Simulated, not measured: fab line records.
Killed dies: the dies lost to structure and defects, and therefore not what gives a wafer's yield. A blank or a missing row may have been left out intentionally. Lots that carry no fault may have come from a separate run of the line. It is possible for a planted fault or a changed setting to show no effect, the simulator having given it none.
Which tool is to blame?    flow gf180mcu    Sampling: 11 lots, 33 wafers, 5 of 602 route steps

== WHAT THE GAUGES READ, wafer by wafer ==
GF_SAB_OVL_MEAS_10. Usual: SAB_OVL 0.6 nm, standard deviation 1.3.
lot   measured      on          SAB_OVL (nm)    flag
L512  day 16 03:43  overlay-01  -0.4 2.1 -0.1   
L516  day 16 16:56  overlay-02  1.6 0.8 0.3     
L515  day 16 21:04  overlay-02  0.8 0.3 -1.4    
L518  day 17 16:08  overlay-01  0.4 1.7 1.7     
L525  day 20 03:25  overlay-02  1.8 0.6 -1.8    
L526  day 20 17:58  overlay-02  0.2 0.1 0.6     
L528  day 21 09:43  overlay-02  0.5 0.9 -0.2    
L529  day 21 11:16  overlay-02  0.2 1.0 2.3     
L530  day 22 01:03  overlay-01  1.7 2.4 1.3     
L532  day 22 16:49  overlay-01  -1.7 -0.8 -3.3  
L534  day 23 05:46  overlay-02  0.5 -1.0 -3.4   

GF_CONTACT_THK_MEAS_03. Usual: CONTACT_CVD_02_THK 862 nm, standard deviation 11.
lot   measured      on            CONTACT_CVD_02_THK (nm)  flag
L512  day 16 04:49  filmMetro-02  860 844 864              
L516  day 16 18:01  filmMetro-04  857 871 875              
L515  day 16 22:09  filmMetro-04  851 867 868              
L518  day 17 17:14  filmMetro-04  859 866 867              
L525  day 20 04:30  filmMetro-04  250 856 262 250 855 263  OFF
L526  day 20 19:05  filmMetro-04  850 866 266 851 866 266  OFF
L528  day 21 10:51  filmMetro-04  861 856 870              
L529  day 21 12:21  filmMetro-03  873 870 868              
L530  day 22 02:11  filmMetro-02  869 863 879              
L532  day 22 17:54  filmMetro-04  852 870 862              
L534  day 23 06:54  filmMetro-04  838 855 853              

== WHICH TOOL RAN EACH LOT (tool, then ch and the chambers of the sampled wafers, then the start) ==
lot   GF_NSD_STRIP_11                      GF_SALICIDE_SPUTTER_02       GF_CONTACT_CVD_02
L512  plasmaAsher-04 ch 0,1, day 14 08:40  pvdSputter-01, day 16 04:06  pecvd-01 ch 0,2, day 16 04:44
L516  plasmaAsher-03 ch 1, day 14 20:52    pvdSputter-01, day 16 17:18  pecvd-01 ch 0,1, day 16 17:56
L515  plasmaAsher-04 ch 0,1, day 15 01:10  pvdSputter-01, day 16 21:27  pecvd-03 ch 1,2, day 16 22:05
L518  plasmaAsher-02 ch 0,1, day 15 18:26  pvdSputter-02, day 17 16:31  pecvd-03 ch 0,1, day 17 17:08
L525  plasmaAsher-03 ch 0,1, day 18 02:32  pvdSputter-01, day 20 03:48  pecvd-03 ch 1,2, day 20 04:26
L526  plasmaAsher-03 ch 0,1, day 18 17:16  pvdSputter-02, day 20 18:20  pecvd-03 ch 0,1, day 20 18:58
L528  plasmaAsher-02 ch 0,1, day 19 07:44  pvdSputter-01, day 21 10:05  pecvd-02 ch 0,2, day 21 10:46
L529  plasmaAsher-04 ch 0,1, day 19 10:46  pvdSputter-02, day 21 11:38  pecvd-01 ch 1,2, day 21 12:16
L530  plasmaAsher-03 ch 0,1, day 19 23:40  pvdSputter-04, day 22 01:29  pecvd-01 ch 0,1,2, day 22 02:07
L532  plasmaAsher-03 ch 0,1, day 20 17:17  pvdSputter-02, day 22 17:12  pecvd-02 ch 0,2, day 22 17:50
L534  plasmaAsher-04 ch 0,1, day 21 06:06  pvdSputter-04, day 23 06:09  pecvd-03 ch 1,2, day 23 06:50
- GF_NSD_STRIP_11: strips in O2/N2.
- GF_SALICIDE_SPUTTER_02: material Co, target thk 10 nm, time 20 s.
- GF_CONTACT_CVD_02: deposits SiO2 from TEOS, target thk 860 nm, time 95.992 s.

== WHAT THE TOOLS THEMSELVES READ (means of the sampled wafers that have a number; where no wafer has one, the mark that the record gives instead) ==
GF_NSD_STRIP_11. Usual: drypumpMotorCurrentA 5.9 A, standard deviation 0.42; heaterPowerW 319 W, standard deviation 21; n2FlowSccm 299.9 sccm, standard deviation 0.88; oesProductAu 0.487 a.u., standard deviation 0.0044; stripTimeToEndpointS 22.95 s, standard deviation 0.033.
lot   tool            drypumpMotorCurrentA (A)  heaterPowerW (W)  n2FlowSccm (sccm)  oesProductAu (a.u.)  stripTimeToEndpointS (s)  flag
L512  plasmaAsher-04  5.4                       295               300.2              0.490                22.90                     
L516  plasmaAsher-03  6.0                       318               299.3              0.487                22.97                     
L515  plasmaAsher-04  5.4                       294               301.0              0.484                22.99                     
L518  plasmaAsher-02  5.8                       333               299.7              0.489                22.92                     
L525  plasmaAsher-03  6.2                       326               299.4              0.485                22.92                     
L526  plasmaAsher-03  6.2                       325               299.9              0.482                22.90                     
L528  plasmaAsher-02  5.8                       334               300.4              0.490                22.94                     
L529  plasmaAsher-04  5.5                       304               300.0              0.486                23.01                     
L530  plasmaAsher-03  6.2                       328               300.5              0.488                22.98                     
L532  plasmaAsher-03  6.3                       336               300.2              0.485                22.92                     
L534  plasmaAsher-04  5.4                       307               300.0              0.484                22.94                     

GF_SALICIDE_SPUTTER_02. Usual: throttleValvePct reads 30.0 % (standard deviation 0.86).
lot   tool           throttleValvePct (%)  flag
L512  pvdSputter-01  30.1                  
L516  pvdSputter-01  29.9                  
L515  pvdSputter-01  29.5                  
L518  pvdSputter-02  30.1                  
L525  pvdSputter-01  30.0                  
L526  pvdSputter-02  30.7                  
L528  pvdSputter-01  30.3                  
L529  pvdSputter-02  30.4                  
L530  pvdSputter-04  30.7                  
L532  pvdSputter-02  29.4                  
L534  pvdSputter-04  30.2                  

GF_CONTACT_CVD_02. Usual: heaterPowerOuterW 438 W, standard deviation 90; heaterPowerW 740 W, standard deviation 130; rfFwdPowerW 595.8 W, standard deviation 2.3.
lot   tool      heaterPowerOuterW (W)  heaterPowerW (W)  rfFwdPowerW (W)  flag
L512  pecvd-01  567                    934               594.0            
L516  pecvd-01  467                    830               595.6            
L515  pecvd-03  395                    646               595.0            
L518  pecvd-03  403                    670               595.9            
L525  pecvd-03  389                    644               594.3            
L526  pecvd-03  421                    685               594.1            
L528  pecvd-02  323                    608               599.4            
L529  pecvd-01  431                    736               594.8            
L530  pecvd-01  481                    820               594.4            
L532  pecvd-02  333                    621               597.8            
L534  pecvd-03  417                    685               596.1            

== THE ANSWER, worked out from the rows above alone ==
Rule: a lot counts as off when the mean over its wafers that have a number is more than 3 standard deviations away from the usual mean. A lot without any number at a reading at which 4 lots or more have one is off too. All remaining lots with rows at the step are treated as sound. The gauges are gone through in route order, then the tools' own readings, and for those a lot's mean is taken as printed above. The first step at which some lot is off is used, and at that step the reading that is off furthest; a lot without a number counts as furthest.
Off: L525, L526, at GF_CONTACT_THK_MEAS_03 (CONTACT_CVD_02_THK).
If a tool, at a process step before that reading, ran all the lots that are off and no sound lot after the first of them, it fits. Gauges at GF_CONTACT_THK_MEAS_03: tried the same way as those tools. None of those tried fits.

== WHAT THE SIMULATOR HAD INSERTED ==
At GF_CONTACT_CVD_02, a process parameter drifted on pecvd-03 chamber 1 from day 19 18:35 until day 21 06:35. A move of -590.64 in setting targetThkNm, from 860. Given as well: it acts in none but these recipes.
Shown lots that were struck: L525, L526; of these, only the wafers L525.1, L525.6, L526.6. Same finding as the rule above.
